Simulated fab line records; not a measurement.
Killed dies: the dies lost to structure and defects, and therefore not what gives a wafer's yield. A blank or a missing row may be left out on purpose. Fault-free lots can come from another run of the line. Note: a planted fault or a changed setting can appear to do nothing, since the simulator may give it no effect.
Shared-tool check | flow sky130 | Lots sampled 12, wafers sampled 36

## REASON IT WAS OPENED
1 of 12 lots carry a flag on the reading POLY_GATE_TW at SKY_RES_PROTECT_TW_MEAS_08. Wafers without a fault read 4007, standard deviation 20.
Rule: a lot gets a flag if all its wafers with a number sit over 4 standard deviations from that mean, or if no wafer of it has a number. As for the other lots, they are considered sound.

lot  | measured     | on            | POLY_GATE_TW, wafer by wafer | flag
L322 | day 15 10:51 | film metro-03 | 4011 4000 4013               |
L323 | day 15 15:41 | film metro-02 | 3985 3998 3994               |
L327 | day 18 00:11 | film metro-01 | 4013 3982 3983               |
L330 | day 18 16:32 | film metro-01 | 4011 4017 4011               |
L331 | day 19 02:47 | film metro-03 | 4022 4004 4009               |
L334 | day 20 08:02 | film metro-03 | 3991 3984 3984               |
L335 | day 20 10:29 | film metro-01 | 30 30 30                     | FLAGGED
L336 | day 20 17:44 | film metro-03 | 3980 3997 3999               |
L337 | day 21 08:23 | film metro-02 | 3988 4048 4001               |
L342 | day 22 18:19 | film metro-02 | 3974 4001 4010               |
L343 | day 23 03:27 | film metro-02 | 4020 4011 4015               |
L344 | day 23 07:40 | film metro-01 | 4046 4017 4023               |
On average the flagged lots read 30, which is -3977 against the usual, or -99 or more standard deviations.

## LOT BY LOT: THE TOOL USED
The record holds 1 process step before the reading, out of a route of 708 steps. Read each cell as the tool, then ch plus the chambers that the sampled wafers visited, then the start.
lot  | flag    | SKY_RES_PROTECT_EXPOSE_04
L322 |         | iline stepper-02 ch 0, day 14 21:44
L323 |         | iline stepper-01 ch 0, day 15 01:43
L327 |         | iline stepper-01 ch 0, day 17 09:17
L330 |         | iline stepper-02 ch 0, day 18 02:41
L331 |         | iline stepper-01 ch 0, day 18 11:36
L334 |         | iline stepper-01 ch 0, day 19 16:32
L335 | FLAGGED | iline stepper-02 ch 0, day 19 18:24
L336 |         | iline stepper-02 ch 0, day 20 02:26
L337 |         | iline stepper-02 ch 0, day 20 17:02
L342 |         | iline stepper-02 ch 0, day 22 03:56
L343 |         | iline stepper-02 ch 0, day 22 11:38
L344 |         | iline stepper-01 ch 0, day 22 15:40
These steps, and what they do:
- SKY_RES_PROTECT_EXPOSE_04: exposes mask RPM, target cd 1270 nm.
- SKY_RES_PROTECT_TW_MEAS_08

## FLAGGED AGAINST TOTAL, ONE TOOL AT A TIME (gauges that did the reading follow at the end)
step                       | tool             | lots run | flagged | share of the flagged lots | sound lots run after its first flagged lot
SKY_RES_PROTECT_EXPOSE_04  | iline stepper-01 | 5        | 0       | none                      | -
SKY_RES_PROTECT_EXPOSE_04  | iline stepper-02 | 7        | 1       | all                       | 4 (L336,L337,L342,L343)
SKY_RES_PROTECT_TW_MEAS_08 | film metro-01    | 4        | 1       | all                       | 1 (L344)
SKY_RES_PROTECT_TW_MEAS_08 | film metro-02    | 4        | 0       | none                      | -
SKY_RES_PROTECT_TW_MEAS_08 | film metro-03    | 4        | 0       | none                      | -

## THE TABLE: WHAT IT ALLOWS
iline stepper-02 at SKY_RES_PROTECT_EXPOSE_04 and film metro-01 at SKY_RES_PROTECT_TW_MEAS_08 are the 2 rows of the table that ran each flagged lot.
- iline stepper-02 at SKY_RES_PROTECT_EXPOSE_04: 1 of its 7 lots flagged. Sound lots followed the first flagged one (L336, L337, L342, L343) on it, something a lasting fault affecting the whole tool could not allow.
- film metro-01 at SKY_RES_PROTECT_TW_MEAS_08: 1 of its 4 lots flagged. Sound lots followed the first flagged one (L344) on it, something a lasting fault affecting the whole tool could not allow.
Every row of the table either missed a flagged lot or ran a sound lot after the first.

## WHAT WAS PUT IN BY THE SIMULATOR
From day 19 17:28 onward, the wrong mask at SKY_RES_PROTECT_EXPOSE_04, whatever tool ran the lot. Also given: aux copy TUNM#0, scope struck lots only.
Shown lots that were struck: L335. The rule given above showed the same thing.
